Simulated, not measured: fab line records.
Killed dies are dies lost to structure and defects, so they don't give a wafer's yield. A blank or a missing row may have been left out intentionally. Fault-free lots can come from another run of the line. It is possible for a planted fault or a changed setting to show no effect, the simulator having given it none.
fab line records    flow sky130
record: lots: 6  wafers: 18  last-day: 50
route steps=708 shown LI_CONTACT@370 PAD_OPEN@708
lots that met no fault: taken from a fault-free run of the same line
start-h: start of the lot's first displayed wafer, in hours after the record's first day    wait-h: hours from the lot's prior step to this one    " same as the row above    L1.1+2: one row covering several wafers at once    - no value present, or no start provided    * or withheld: withheld    < > ~ a bound
route shown NAME@n: names a module that has steps shown in the file, with the first one's number in the route    usual: mean/standard deviation taken from wafers without a fault    same: alike in all rows    chamber/n: place in a boat    sites: each site's reading    _std_site: standard deviation across them    _edge_site: outer sites' mean less inner sites'    radius-mm: how far each site lies from the wafer's centre    mask NAME#n: copy n    behind: tool/chamber where the wafer was last shaped    hold: what put the lot on hold/how long, in hours/how the hold closed    device: the transistor (n, p or np) that didn't switch    end of line: the same wafers' tests at the end of the route    where a step has no rows: the recipe by itself    killed: not the wafer's yield, but the dies lost to structure and defects at the first sort    map: the dies of a wafer, with x for killed, . for not killed, _ for no die there
set.NAME: setting as actually run; set.NAME@STEP: the setting as run at that earlier step    model.NAME: the simulator's own value behind a step, which no gauge read
lots at selected steps of the route; one table per step, one row per wafer
services: from which hour (start-h, from the record's first day; less than 0 if before it) a tool's chamber was out of use, for how many hours, and why
== steps ==
step: SKY_LI_CONTACT_SOFTBAKE_08
recipe: temp-c: 100  time-s: 90  resist: KrF-thick
step: SKY_LI_CONTACT_EXPOSE_09
recipe: mask-id: LICM1  na: 0.8  source-shape: annular  sigma-inner: 0.55  sigma-outer: 0.85  target-cd-nm: 170  dose-mj: 38
step: SKY_LI_CONTACT_PEB_10
recipe: peb-temp-c: withheld  peb-time-s: withheld  resist: KrF-thick
step: SKY_LI_CONTACT_DEVELOP_11
recipe: develop-time-s: 60  resist: KrF-thick  dev-temp-c: 21
step: SKY_LI_CONTACT_CD_MEAS_12
recipe: target-cd-nm: 170
usual: cd-nm: 170.4/1.7
lot.wafer  tool       chamber  start-h  wait-h  cd-nm
L704.1     cd-sem-02  -        670.00   -       171.8
L704.3     "          -        "        "       172.5
L704.6     "          -        "        "       172.4
L714.1     cd-sem-01  -        786.81   -       171.5
L714.2     "          -        "        "       171.4
L714.3     "          -        "        "       173.9
L718.1     cd-sem-02  -        789.76   -       168.8
L718.4     "          -        "        "       170.2
L718.6     "          -        "        "       169.6
L719.2     cd-sem-02  -        792.77   -       169.4
L719.4     "          -        "        "       171.1
L719.5     "          -        "        "       169.3
L723.2     cd-sem-02  -        837.23   -       168.9
L723.3     "          -        "        "       170.0
L723.6     "          -        "        "       169.4
L727.1     cd-sem-02  -        855.22   -       166.8
L727.3     "          -        "        "       167.3
L727.4     "          -        "        "       167.0
step: SKY_LI_CONTACT_OVL_MEAS_13
usual: LI_CONTACT_OVL: 1/5.1
lot.wafer  tool        chamber  start-h  wait-h  LI_CONTACT_OVL[nm]
L704.1     overlay-02  -        670.12   0.1     5
L704.3     "           -        "        "       9
L704.6     "           -        "        "       7
L714.1     overlay-02  -        786.93   0.1     7
L714.2     "           -        "        "       2
L714.3     "           -        "        "       1
L718.1     overlay-02  -        789.88   0.1     13
L718.4     "           -        "        "       2
L718.6     "           -        "        "       3
L719.2     overlay-02  -        792.88   0.1     -3
L719.4     "           -        "        "       0
L719.5     "           -        "        "       -4
L723.2     overlay-01  -        837.34   0.1     -1
L723.3     "           -        "        "       -4
L723.6     "           -        "        "       0
L727.1     overlay-02  -        855.34   0.1     10
L727.3     "           -        "        "       4
L727.4     "           -        "        "       1
step: SKY_LI_CONTACT_ETCH_14
recipe: chemistry: N2/H2  target: BARC  ion-energy-ev: 200  source-w: 500  bias-w: 100  pressure-mtorr: 30  n2-flow-sccm: 100  h2-flow-sccm: 200  stop-on: SiO2  time-s: 45.9  target-depth-a: 600
usual: drypump-motor-current-A: 5.6/0.54  oes-product-au: 0.855/0.0047  throttle-valve-pct: 13.224/0.0092
same: time-s: 45.9
lot.wafer  tool         chamber  start-h  wait-h  drypump-motor-current-A  oes-product-au  rf-hours-counter-h  throttle-valve-pct
L704.1     rie-diel-02  0        670.16   0.0     5.2                      0.851           13                  13.220
L704.3     "            1        "        "       5.7                      0.849           10                  13.232
L704.6     "            1        "        "       5.7                      0.855           -                   13.241
L714.1     rie-diel-01  1        786.96   0.0     6.6                      0.862           5                   13.226
L714.2     "            0        "        "       5.9                      0.853           20                  13.223
L714.3     "            2        "        "       5.2                      0.855           26                  13.237
L718.1     rie-diel-02  2        789.91   0.0     5.5                      0.848           19                  13.223
L718.4     "            3        "        "       6.3                      0.852           4                   13.214
L718.6     "            1        "        "       5.7                      0.851           -                   13.221
L719.2     rie-diel-01  0        792.91   0.0     5.9                      0.858           20                  13.227
L719.4     "            3        "        "       5.2                      0.857           5                   13.214
L719.5     "            0        "        "       5.9                      0.853           -                   13.209
L723.2     rie-diel-01  2        837.37   0.0     5.2                      0.855           28                  13.228
L723.3     "            2        "        "       5.2                      0.863           -                   13.220
L723.6     "            2        "        "       5.2                      0.856           -                   13.231
L727.1     rie-diel-02  0        855.38   0.0     5.2                      0.861           17                  13.234
L727.3     "            1        "        "       5.7                      0.858           14                  13.204
L727.4     "            2        "        "       5.5                      0.852           20                  13.232
step: SKY_LI_CONTACT_ETCH_15
recipe: target: PSG  chemistry: C4F8/O2/Ar  stop-on: Si  taper-deg: 4.15  mask-material: KrF-thick  source-w: 1500  bias-w: 1200  pressure-mtorr: 40  c4f8-flow-sccm: withheld  O2_flow_sccm: 6  Ar_flow_sccm: 300  time-s: withheld  target-depth-a: 6000
usual: oes-product-au: 0.838/0.0049
lot.wafer  tool         chamber  start-h  wait-h  oes-product-au
L704.1     rie-diel-02  0        670.20   0.0     0.848
L704.3     "            1        "        "       0.833
L704.6     "            1        "        "       0.840
L714.1     rie-diel-01  1        787.01   0.0     0.846
L714.2     "            0        "        "       0.834
L714.3     "            2        "        "       0.833
L718.1     rie-diel-02  2        789.96   0.0     0.841
L718.4     "            3        "        "       0.833
L718.6     "            1        "        "       0.838
L719.2     rie-diel-01  0        792.95   0.0     0.841
L719.4     "            3        "        "       0.836
L719.5     "            0        "        "       0.840
L723.2     rie-diel-01  2        837.43   0.0     0.834
L723.3     "            2        "        "       0.846
L723.6     "            2        "        "       0.842
L727.1     rie-diel-02  0        855.42   0.0     0.845
L727.3     "            1        "        "       0.844
L727.4     "            2        "        "       0.834
step: SKY_LI_CONTACT_STRIP_16
recipe: chemistry: O2/N2  power-w: 1400  pressure-mtorr: 1500  platen-temp-c: withheld  o2-flow-sccm: 3000  n2-flow-sccm: 300  overash-fraction: 0.5
usual: drypump-motor-current-A: 5.7/0.55  oes-product-au: 0.375/0.005  strip-time-to-endpoint-s: 3.490/0.025
lot.wafer  tool             chamber  start-h  wait-h  drypump-motor-current-A  oes-product-au  rf-hours-counter-h  strip-time-to-endpoint-s
L704.1     plasma-asher-01  0        670.28   -       5.8                      0.375           54                  3.489
L704.3     "                0        "        "       5.8                      0.374           -                   3.447
L704.6     "                0        "        "       5.8                      0.376           -                   3.461
L714.1     plasma-asher-03  1        787.09   -       6.0                      0.373           3                   3.485
L714.2     "                0        "        "       6.1                      0.376           3                   3.505
L714.3     "                1        "        "       6.0                      0.378           -                   3.487
L718.1     plasma-asher-02  0        790.04   -       6.4                      0.373           97                  3.468
L718.4     "                0        "        "       6.4                      0.376           -                   3.462
L718.6     "                1        "        "       6.0                      0.375           -                   3.461
L719.2     plasma-asher-01  0        793.03   -       5.7                      0.369           62                  3.501
L719.4     "                1        "        "       4.8                      0.372           -                   3.497
L719.5     "                0        "        "       5.7                      0.382           -                   3.486
L723.2     plasma-asher-01  0        837.56   -       5.7                      0.374           67                  3.526
L723.3     "                0        "        "       5.7                      0.373           -                   3.483
L723.6     "                1        "        "       4.8                      0.375           -                   3.475
L727.1     plasma-asher-01  0        855.50   -       5.8                      0.374           68                  3.523
L727.3     "                1        "        "       4.8                      0.373           -                   3.464
L727.4     "                0        "        "       5.8                      0.377           -                   3.533
step: SKY_LI_CONTACT_CLEAN_17
recipe: chemistry: NMP  time-s: 600  temp-c: 60  dry: n2-spin
step: SKY_LI_CONTACT_PRE_CLEAN_18
recipe: gas: Ar  time-s: 5.6  bias-v: 358
step: SKY_LI_CONTACT_SPUTTER_19
recipe: material: Ti  target-thk-nm: 20  chamber-pressure-pa: 5  power-w: 2500  substrate-temp-c: 200  time-s: 106.37
usual: throttle-valve-pct: 30.2/0.8
same: time-s: 106.37
lot.wafer  tool            chamber  start-h  wait-h  throttle-valve-pct
L704.1     pvd-sputter-04  -        670.58   0.0     31.4
L704.3     "               -        "        "       30.4
L704.6     "               -        "        "       28.3
L714.1     pvd-sputter-03  -        787.39   0.0     30.5
L714.2     "               -        "        "       31.3
L714.3     "               -        "        "       28.9
L718.1     pvd-sputter-03  -        790.34   0.0     30.3
L718.4     "               -        "        "       30.5
L718.6     "               -        "        "       29.1
L719.2     pvd-sputter-03  -        793.36   0.0     28.9
L719.4     "               -        "        "       30.7
L719.5     "               -        "        "       30.8
L723.2     pvd-sputter-04  -        837.88   0.0     31.4
L723.3     "               -        "        "       30.4
L723.6     "               -        "        "       28.2
L727.1     pvd-sputter-01  -        855.80   0.0     31.0
L727.3     "               -        "        "       30.2
L727.4     "               -        "        "       29.3
step: SKY_LI_CONTACT_SPUTTER_20
recipe: material: TiN  target-thk-nm: 20  chamber-pressure-pa: 5  power-w: 4000  time-s: 80
usual: throttle-valve-pct: 30.2/0.8
lot.wafer  tool            chamber  start-h  wait-h  throttle-valve-pct  model.TiN_of_LI_CONTACT_SPUTTER_20.thk-nm
L704.1     pvd-sputter-04  -        670.65   0.0     31.3                20.34
L704.3     "               -        "        "       30.6                20.46
L704.6     "               -        "        "       28.2                20.13
L714.1     pvd-sputter-03  -        787.46   0.0     30.5                20.1
L714.2     "               -        "        "       30.8                20.08
L714.3     "               -        "        "       29.3                20.02
L718.1     pvd-sputter-03  -        790.41   0.0     30.0                20.25
L718.4     "               -        "        "       30.8                20.25
L718.6     "               -        "        "       29.2                34.69
L719.2     pvd-sputter-03  -        793.44   0.0     29.2                34.62
L719.4     "               -        "        "       30.8                20.25
L719.5     "               -        "        "       30.9                20.11
L723.2     pvd-sputter-04  -        837.96   0.0     31.4                20.05
L723.3     "               -        "        "       30.4                20.14
L723.6     "               -        "        "       28.5                19.99
L727.1     pvd-sputter-01  -        855.87   0.0     31.2                20.27
L727.3     "               -        "        "       30.1                20.33
L727.4     "               -        "        "       29.1                20.16
step: SKY_LI_CONTACT_CVD_21
recipe: material: W  target-thk-nm: 400  time-s: 120.56  temp-c: 400  pressure-torr: 40
usual: chamber-pressure-Torr: 39.99/0.092  heater-power-w: 822/96
same: time-s: 120.56
lot.wafer  tool      chamber  start-h  wait-h  chamber-pressure-Torr  heater-power-w
L704.1     cvd-w-02  1        670.72   0.0     40.03                  791
L704.3     "         1        "        "       40.03                  785
L704.6     "         1        "        "       39.92                  808
L714.1     cvd-w-01  1        787.52   0.0     39.95                  698
L714.2     "         0        "        "       39.91                  941
L714.3     "         1        "        "       39.93                  697
L718.1     cvd-w-01  1        790.47   0.0     40.02                  689
L718.4     "         1        "        "       39.98                  707
L718.6     "         1        "        "       40.00                  687
L719.2     cvd-w-01  0        793.50   0.0     39.91                  948
L719.4     "         1        "        "       39.99                  687
L719.5     "         1        "        "       39.82                  684
L723.2     cvd-w-02  1        838.02   0.0     39.97                  836
L723.3     "         1        "        "       40.05                  820
L723.6     "         0        "        "       40.03                  867
L727.1     cvd-w-01  0        855.94   0.0     39.94                  965
L727.3     "         0        "        "       40.00                  942
L727.4     "         1        "        "       39.88                  700
step: SKY_LI_CONTACT_RS_MEAS_22
recipe: thk-meas-gauge: four-point-probe  reads: W_of_LI_CONTACT_CVD_21+TiN_of_LI_CONTACT_SPUTTER_20+Ti_of_LI_CONTACT_SPUTTER_19
usual: LI_CONTACT_W_RS: 0.2842/0.0025
lot.wafer  tool           chamber  start-h  wait-h  hold                      LI_CONTACT_W_RS[ohm/sq]
L704.1     film-metro-04  -        670.84   0.1     -                         0.2827
L704.3     "              -        "        "       -                         0.2839
L704.6     "              -        "        "       -                         0.2835
L714.1     film-metro-03  -        787.65   0.1     -                         0.2856
L714.2     "              -        "        "       -                         0.2852
L714.3     "              -        "        "       -                         0.2855
L718.1     film-metro-01  -        790.73   0.2     await-dispo/0.2h/release  0.2754
L718.4     "              -        "        "       await-dispo/0.2h/release  0.2781
L718.6     "              -        "        "       await-dispo/0.2h/release  0.2782
L718.1     film-metro-01  -        791.01   0.3     -                         0.2749
L718.4     "              -        "        "       -                         0.2784
L718.6     "              -        "        "       -                         0.2777
L719.2     film-metro-03  -        793.64   0.1     await-dispo/0.2h/release  0.2870
L719.4     "              -        "        "       await-dispo/0.2h/release  0.2828
L719.5     "              -        "        "       await-dispo/0.2h/release  0.2823
L719.2     film-metro-03  -        793.93   0.3     -                         0.2869
L719.4     "              -        "        "       -                         0.2821
L719.5     "              -        "        "       -                         0.2831
L723.2     film-metro-01  -        838.17   0.1     -                         0.2818
L723.3     "              -        "        "       -                         0.2818
L723.6     "              -        "        "       -                         0.2809
L727.1     film-metro-04  -        856.06   0.1     -                         0.2879
L727.3     "              -        "        "       -                         0.2857
L727.4     "              -        "        "       -                         0.2874
step: SKY_LI_CONTACT_THK_MEAS_23
recipe: thk-meas-gauge: xrf  reads: W_of_LI_CONTACT_CVD_21
usual: LI_CONTACT_W_THK: 418/6.6
lot.wafer  tool           chamber  start-h  wait-h  hold                      LI_CONTACT_W_THK[nm]
L704.1     film-metro-04  -        670.96   0.1     -                         423
L704.3     "              -        "        "       -                         419
L704.6     "              -        "        "       -                         419
L714.1     film-metro-03  -        787.77   0.1     -                         411
L714.2     "              -        "        "       -                         415
L714.3     "              -        "        "       -                         410
L719.2     film-metro-03  -        794.04   0.1     -                         403
L719.4     "              -        "        "       -                         412
L719.5     "              -        "        "       -                         415
L718.1     film-metro-01  -        796.90   5.9     await-dispo/5.7h/release  434
L718.4     "              -        "        "       await-dispo/5.7h/release  430
L718.6     "              -        "        "       await-dispo/5.7h/release  428
L723.2     film-metro-01  -        838.28   0.1     -                         425
L723.3     "              -        "        "       -                         423
L723.6     "              -        "        "       -                         431
L727.1     film-metro-04  -        856.18   0.1     -                         415
L727.3     "              -        "        "       -                         423
L727.4     "              -        "        "       -                         417
step: SKY_PAD_OPEN_PROBE_99
usual: killed_at_M0_to_M3: 43/6.7  killed_at_M4_up: 3.2/1.8  killed-at-contacts: 25/5.2  killed-at-front-end: 15/4.4  killed-at-other: 0.2/0.4  killed-dies: 87/9.3  killed-on-rim: 17/4  killed-open: 48/7.1  killed-short: 39/6
same: gross-dies: 492  killed-at-back-side: 0
lot.wafer  tool       chamber  start-h  wait-h  killed_at_M0_to_M3  killed_at_M4_up  killed-at-contacts  killed-at-front-end  killed-at-other  killed-dies  killed-on-rim  killed-open  killed-short  model.etest.licon-ndiff.rc-ohm
L704.1     prober-01  -        1078.25  0.1     43                  3                21                  23                   1                91           16             47           44            180
L704.3     prober-01  -        1078.35  0.2     28                  2                28                  18                   0                76           15             48           28            172.8
L704.6     prober-01  -        1078.50  0.2     48                  0                26                  16                   0                90           14             54           36            176.8
L714.1     prober-02  -        1158.61  0.1     48                  3                17                  10                   0                78           16             41           37            183.6
L714.2     prober-02  -        1158.66  0.1     40                  1                20                  13                   0                74           9              41           33            176.8
L714.3     prober-02  -        1158.71  0.2     48                  2                17                  16                   0                83           14             44           39            177.8
L718.1     prober-01  -        1159.93  0.1     45                  4                18                  10                   0                77           22             45           32            185.3
L718.4     prober-01  -        1160.08  0.2     33                  2                25                  15                   1                76           12             38           38            179
L718.6     prober-01  -        1160.18  0.2     54                  2                24                  24                   1                105          20             55           50            193.7
L719.2     prober-02  -        1161.72  0.1     59                  4                18                  11                   0                92           20             50           42            193
L719.4     prober-02  -        1161.82  0.2     42                  1                15                  17                   0                75           8              40           35            178.8
L719.5     prober-02  -        1161.87  0.2     45                  2                23                  8                    0                78           14             44           34            175.3
L723.2     prober-02  -        1188.10  0.1     41                  5                21                  20                   0                87           8              48           39            180.1
L723.3     prober-02  -        1188.15  0.2     37                  6                33                  12                   0                88           17             48           40            182.2
L723.6     prober-02  -        1188.30  0.2     28                  3                27                  10                   0                68           18             32           36            180
L727.1     prober-02  -        1201.42  0.1     40                  5                27                  11                   0                83           13             48           35            187.4
L727.3     prober-02  -        1201.52  0.2     52                  2                21                  7                    1                83           16             49           34            191.3
L727.4     prober-02  -        1201.57  0.2     37                  2                25                  11                   0                75           15             36           39            184.9
killed by level:class
L704.1 VIA1:geometric-particle:open=9 VIA2:geometric-particle:open=7 POLY_GATE:geometric-particle:open=7 POLY_GATE:geometric-particle:short=7 METAL2:geometric-particle:short=7 LI_CONTACT:geometric-particle:open=6 CONTACT:geometric-particle:open=6 FIELD_ISO:geometric-particle:open=5
L704.3 LI_CONTACT:geometric-particle:open=10 CONTACT:geometric-particle:open=10 VIA1:geometric-particle:open=7 FIELD_ISO:geometric-particle:open=6 VIA2:geometric-particle:open=6 VIA3:geometric-particle:open=5 FIELD_ISO:geometric-particle:short=4 CONTACT:geometric-particle:short=4
L704.6 VIA1:geometric-particle:open=13 CONTACT:geometric-particle:open=10 VIA3:geometric-particle:open=7 FIELD_ISO:geometric-particle:open=6 LOCAL_INTERCONNECT:geometric-particle:short=6 FIELD_ISO:geometric-particle:short=5 LI_CONTACT:geometric-particle:open=5 VIA1:geometric-particle:short=5
L714.1 VIA3:geometric-particle:open=10 VIA1:geometric-particle:open=7 METAL1:geometric-particle:short=7 VIA2:geometric-particle:open=6 VIA2:geometric-particle:short=5 CONTACT:geometric-particle:open=5 POLY_GATE:geometric-particle:open=4 LI_CONTACT:geometric-particle:open=4
L714.2 VIA1:geometric-particle:open=9 CONTACT:geometric-particle:open=7 VIA2:geometric-particle:open=6 LI_CONTACT:geometric-particle:open=6 CONTACT:geometric-particle:short=4 VIA1:geometric-particle:short=4 METAL2:geometric-particle:short=4 VIA2:geometric-particle:short=4
L714.3 METAL1:geometric-particle:short=10 VIA3:geometric-particle:open=10 FIELD_ISO:geometric-particle:short=6 CONTACT:geometric-particle:open=6 VIA1:geometric-particle:open=6 VIA2:geometric-particle:open=6 LI_CONTACT:geometric-particle:open=5 FIELD_ISO:geometric-particle:open=4
L718.1 VIA1:geometric-particle:open=8 METAL2:geometric-particle:short=8 VIA2:geometric-particle:open=7 CONTACT:geometric-particle:open=7 VIA3:geometric-particle:open=7 LI_CONTACT:geometric-particle:open=5 FIELD_ISO:geometric-particle:open=4 VIA1:geometric-particle:short=4
L718.4 CONTACT:geometric-particle:open=9 FIELD_ISO:geometric-particle:short=7 VIA2:geometric-particle:open=6 LI_CONTACT:geometric-particle:open=5 VIA1:geometric-particle:open=5 METAL2:geometric-particle:short=5 METAL1:geometric-particle:short=4 LI_CONTACT:geometric-particle:short=4
L718.6 FIELD_ISO:geometric-particle:open=10 METAL2:geometric-particle:short=10 VIA1:geometric-particle:open=10 CONTACT:geometric-particle:open=9 METAL1:geometric-particle:short=6 LI_CONTACT:geometric-particle:short=5 VIA2:geometric-particle:open=5 VIA3:geometric-particle:open=5
L719.2 METAL2:geometric-particle:short=11 VIA3:geometric-particle:open=10 VIA1:geometric-particle:open=10 CONTACT:geometric-particle:open=8 METAL1:geometric-particle:short=8 VIA2:geometric-particle:open=5 METAL3:geometric-particle:short=5 POLY_GATE:geometric-particle:open=4
L719.4 METAL1:geometric-particle:short=8 CONTACT:geometric-particle:open=7 VIA2:geometric-particle:short=5 POLY_GATE:geometric-particle:open=5 VIA2:geometric-particle:open=5 METAL3:geometric-particle:open=5 VIA1:geometric-particle:open=5 VIA1:geometric-particle:short=5
L719.5 VIA3:geometric-particle:open=10 LI_CONTACT:geometric-particle:open=8 VIA1:geometric-particle:open=8 METAL2:geometric-particle:short=8 VIA2:geometric-particle:open=7 CONTACT:geometric-particle:open=7 VIA3:geometric-particle:short=6 POLY_GATE:geometric-particle:short=5
L723.2 VIA3:geometric-particle:open=11 CONTACT:geometric-particle:open=9 LI_CONTACT:geometric-particle:open=5 VIA2:geometric-particle:open=5 POLY_GATE:geometric-particle:open=4 POLY_GATE:geometric-particle:short=4 SPACER:geometric-particle:short=4 METAL1:geometric-particle:short=4
L723.3 LI_CONTACT:geometric-particle:open=12 CONTACT:geometric-particle:open=11 METAL1:geometric-particle:short=7 LOCAL_INTERCONNECT:geometric-particle:short=6 METAL2:geometric-particle:short=5 VIA1:geometric-particle:open=5 VIA1:geometric-particle:short=5 METAL4:geometric-particle:short=4
L723.6 LI_CONTACT:geometric-particle:open=9 LI_CONTACT:geometric-particle:short=6 VIA1:geometric-particle:open=6 LOCAL_INTERCONNECT:geometric-particle:short=5 VIA3:geometric-particle:open=5 FIELD_ISO:geometric-particle:short=4 CONTACT:geometric-particle:open=4 METAL1:geometric-particle:short=4
L727.1 CONTACT:geometric-particle:open=10 VIA3:geometric-particle:open=7 METAL2:geometric-particle:short=7 LI_CONTACT:geometric-particle:open=6 VIA1:geometric-particle:short=6 CONTACT:geometric-particle:short=5 VIA2:geometric-particle:open=5 FIELD_ISO:geometric-particle:open=4
L727.3 VIA2:geometric-particle:open=11 VIA1:geometric-particle:open=9 LI_CONTACT:geometric-particle:open=8 CONTACT:geometric-particle:open=7 METAL2:geometric-particle:short=6 VIA3:geometric-particle:open=6 VIA1:geometric-particle:short=5 METAL1:geometric-particle:short=4
L727.4 LI_CONTACT:geometric-particle:open=9 METAL2:geometric-particle:short=7 CONTACT:geometric-particle:open=6 VIA1:geometric-particle:open=5 LOCAL_INTERCONNECT:geometric-particle:short=5 METAL1:geometric-particle:short=4 VIA3:geometric-particle:open=4 METAL3:geometric-particle:short=4
== services ==
tool             chamber  start-h  hours  kind
pvd-sputter-03   -        649.45   2.1    repair
pvd-sputter-01   -        655.27   13.7   repair
pvd-sputter-04   -        657.21   5.6    repair
pvd-sputter-03   -        657.82   1.9    repair
pvd-sputter-04   -        666.65   3.4    repair
pvd-sputter-03   -        676.66   3.6    repair
plasma-asher-01  -        680.19   1.2    repair
cvd-w-02         -        696.07   0.6    repair
plasma-asher-01  -        703.49   2.3    repair
pvd-sputter-01   -        731.42   5.7    repair
plasma-asher-01  -        737.52   46.0   pm
cvd-w-02         1        739.96   4.7    repair
rie-diel-01      0        740.27   7.0    repair
cvd-w-01         -        745.03   0.8    repair
rie-diel-02      1        761.09   4.0    repair
rie-diel-01      3        765.04   1.8    repair
rie-diel-02      -        765.74   0.1    repair
rie-diel-02      -        772.53   2.8    pm
cvd-w-01         0        788.48   3.7    repair
rie-diel-01      -        815.54   2.8    pm
cvd-w-01         -        818.05   8.5    repair
rie-diel-01      1        834.06   6.3    repair
rie-diel-01      3        836.73   3.3    repair
pvd-sputter-04   -        839.25   4.5    repair
== key ==
first-sign: step: SKY_LI_CONTACT_RS_MEAS_22  reading: visit  direction: added
effect none on later readings
model-effect: step: SKY_LI_CONTACT_SPUTTER_20  value: TiN_of_LI_CONTACT_SPUTTER_20.thk-nm  without: 20.12  struck: 34.65
model-effect: step: SKY_PAD_OPEN_PROBE_99  value: etest.licon-ndiff.rc-ohm  without: 183.1  struck: 193.4
met-at SKY_LI_CONTACT_SPUTTER_20
struck-wafers L718.6,L719.2
tester-left-out L718,L719
onset-between 787.46 790.41
fault: kind: process-parameter-drift  tool: pvd-sputter-03  chamber: -  onset-h: 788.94  steps: SKY_LI_CONTACT_SPUTTER_20  channel: target-thk-nm  offset: 14.533  shape: step  end-h: 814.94  acts-in: these-recipes-only  stated: 20  scope: struck-wafers-only
tester-left-out: of these lots the tester's yield and bins aren't shown, on N5 and GAA mostly nor the transistor test; their killed dies are dies lost to structure and defects alone, not to doping, threshold or leakage, so they don't give the yield
